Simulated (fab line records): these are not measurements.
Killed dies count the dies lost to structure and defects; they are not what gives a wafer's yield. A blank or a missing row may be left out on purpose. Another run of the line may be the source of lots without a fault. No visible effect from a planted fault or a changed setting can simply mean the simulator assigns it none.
The tool behind it: which one? | flow sky130 | Sampling: 6 lots, 18 wafers, 3 of 708 route steps

== WHAT EACH GAUGE READ, for each wafer ==
SKY_SD_P_TW_MEAS_11.
lot  | measured     | on            | SD_P_TW
L267 | day 27 00:52 | film-metro-02 | 2838 2833 2841
L271 | day 28 05:29 | film-metro-02 | 2834 2827 2835
L274 | day 29 18:19 | film-metro-03 | 2814 2823 2814
L280 | day 32 01:49 | film-metro-01 | 2807 2814 2811
L282 | day 32 13:36 | film-metro-01 | 2816 2813 2807
L289 | day 34 07:18 | film-metro-02 | 2834 2823 2845

== WHICH TOOL RAN EACH LOT (tool, then ch and the chambers of the sampled wafers, then the start) ==
lot  | SKY_LDD_LDN_STRIP_12                 | SKY_SPACER_ETCHBACK_02
L267 | plasma-asher-04 ch 0,1, day 24 08:59 | rie-diel-02 ch 1,2,3, day 24 10:28
L271 | plasma-asher-03 ch 0,1, day 25 13:25 | rie-diel-04 ch 0,1, day 25 14:52
L274 | plasma-asher-02 ch 0,1, day 27 02:21 | rie-diel-04 ch 1,3, day 27 05:02
L280 | plasma-asher-02 ch 0,1, day 29 10:38 | rie-diel-02 ch 1,2,3, day 29 12:07
L282 | plasma-asher-03 ch 0,1, day 29 23:01 | rie-diel-04 ch 0,1,3, day 30 00:31
L289 | plasma-asher-03 ch 0,1, day 31 18:04 | rie-diel-04 ch 1,2,3, day 31 19:35
- SKY_LDD_LDN_STRIP_12: strips in O2/N2.
- SKY_SPACER_ETCHBACK_02: etches Si3N4 in CH3F/O2, stops on SiO2, time 46.7 s, target depth 45 nm.

== THE ANSWER, worked out from the rows above alone ==
Rule: usual is defined by the lots themselves. Put in order of their means at a reading, lots are off if they are a third of the lots or fewer, leave a main group of 4 or more, and stand apart from it by a gap of 3 or more times the standard deviation of the main group's means; of several such gaps the widest counts. A main group whose means are all the same, to the digits that the tables above print for the reading, isn't used. A lot without any number at a reading at which 4 lots or more have one is off too. Any other lot the step has rows for is counted as sound.
Across all readings shown, no lot is off: no conclusion can be drawn from this.

== WHAT HAD BEEN PUT IN BY THE SIMULATOR ==
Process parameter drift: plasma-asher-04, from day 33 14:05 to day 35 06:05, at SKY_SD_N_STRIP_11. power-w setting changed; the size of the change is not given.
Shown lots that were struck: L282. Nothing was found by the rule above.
